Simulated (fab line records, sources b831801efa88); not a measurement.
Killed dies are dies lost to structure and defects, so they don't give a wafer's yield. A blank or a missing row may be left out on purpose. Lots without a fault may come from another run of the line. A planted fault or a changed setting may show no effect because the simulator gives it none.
Problem report in the 8D (eight disciplines) form, filled by code | flow gf180mcu | the parts of the form that need people (team, actions taken, sign-off) are left out

1. THE PROBLEM
VT_IMPLANT_3_TW at GF_VT_IMPLANT_TW_MEAS_32 reads a mean of 253.5 on 6 wafers of 2 lots; wafers without a fault read 270.9 with a standard deviation of 2.3. That is -7.6 standard deviations from the usual mean.
First seen on wafer L324.2, day 12 02:32, on film_metro-03. The record holds 36 wafers of 12 lots with a number at this step. Rule for "out", or "out of limits": more than 4 standard deviations from the usual mean. The other wafers with a number count as sound.

2. WHAT IT IS AND WHAT IT IS NOT
question                    | is                     | is not
which readings at this step | VT_IMPLANT_3_TW        | -
which lots                  | L324, L327             | L306, L307, L309, L311, L312, L314, L318, L319, L320, L323
which wafers of those lots  | all that have a number | -
read on which gauges        | film_metro-03          | film_metro-02, film_metro-04
when                        | from day 12 02:32      | up to then (30 sound wafers)

3. SUSPECTS, AND WHAT RULES EACH OUT
Counting: a tool at a process step up to the reading stays a suspect if it ran every lot that is out and no sound lot after the first of them.
- the gauge at GF_VT_IMPLANT_TW_MEAS_32: ruled out. All the wafers that are out were read on film_metro-03, but those of them that GF_VT_IMPLANT_IMPLANT_30 has rows for are out there too, on other tools.
- cmp-02 at GF_STI_CMP_25 (polishes, stops on Si3N4, t overpolish 33 s, target thk 524.6 nm): kept. It ran every lot that is out, first L324 (day 6 05:18), and no sound lot after that; its last sound lot up to then is L311 (day 3 12:10).
- implanter-04 at GF_VT_IMPLANT_IMPLANT_30: kept. It ran every lot that is out, first L324 (day 12 02:17), and no sound lot after that; its last sound lot up to then is L311 (day 8 12:24). Its own readings are out on those wafers: dose_ions_cm2, faraday_current_uA.
Left after counting: cmp-02 at GF_STI_CMP_25, implanter-04 at GF_VT_IMPLANT_IMPLANT_30.

4. THE CAUSE (what the simulator had put in)
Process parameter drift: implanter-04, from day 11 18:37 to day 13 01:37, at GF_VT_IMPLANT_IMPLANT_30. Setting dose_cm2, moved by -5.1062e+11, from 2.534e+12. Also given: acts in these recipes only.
Counting left 2 suspects, and this tool is among them.

5. THE CHAIN OF EFFECTS, in route order
Each row: a reading whose mean over the struck wafers that have a number lies more than 3 standard deviations from the usual. Only readings for which the record gives a usual standard deviation are gone through. hours: the time from each lot's start at the first step in this table that gives one to its start at this step, as a median over the lots. sigmas: the change in usual standard deviations.
hours | step                     | reading            | usual     | on struck wafers | change     | sigmas
0     | GF_VT_IMPLANT_IMPLANT_30 | dose_ions_cm2      | 2.534e+12 | 2.022e+12        | -5.118e+11 | -99 or more
0     | GF_VT_IMPLANT_IMPLANT_30 | faraday_current_uA | 14.27     | 11.29            | -2.98      | -11
0     | GF_VT_IMPLANT_TW_MEAS_32 | VT_IMPLANT_3_TW    | 270.9     | 253.5            | -17.4      | -7.6
The process steps in it:
- GF_VT_IMPLANT_IMPLANT_30

6. WHAT WOULD HAVE CAUGHT IT SOONER
In this record the first reading out of limits at a measuring or inspecting step was taken at day 12 02:32, 8 hours after the fault began at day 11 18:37.
The tool's own readings at GF_VT_IMPLANT_IMPLANT_30 were out on every struck wafer that the step has a row for (dose_ions_cm2, faraday_current_uA): an alarm limit on them would have fired on the first of those.
Of the lots that are out (2), L327 began GF_VT_IMPLANT_IMPLANT_30 on implanter-04 after day 12 02:32. A hold on the tool at that time would have spared it.
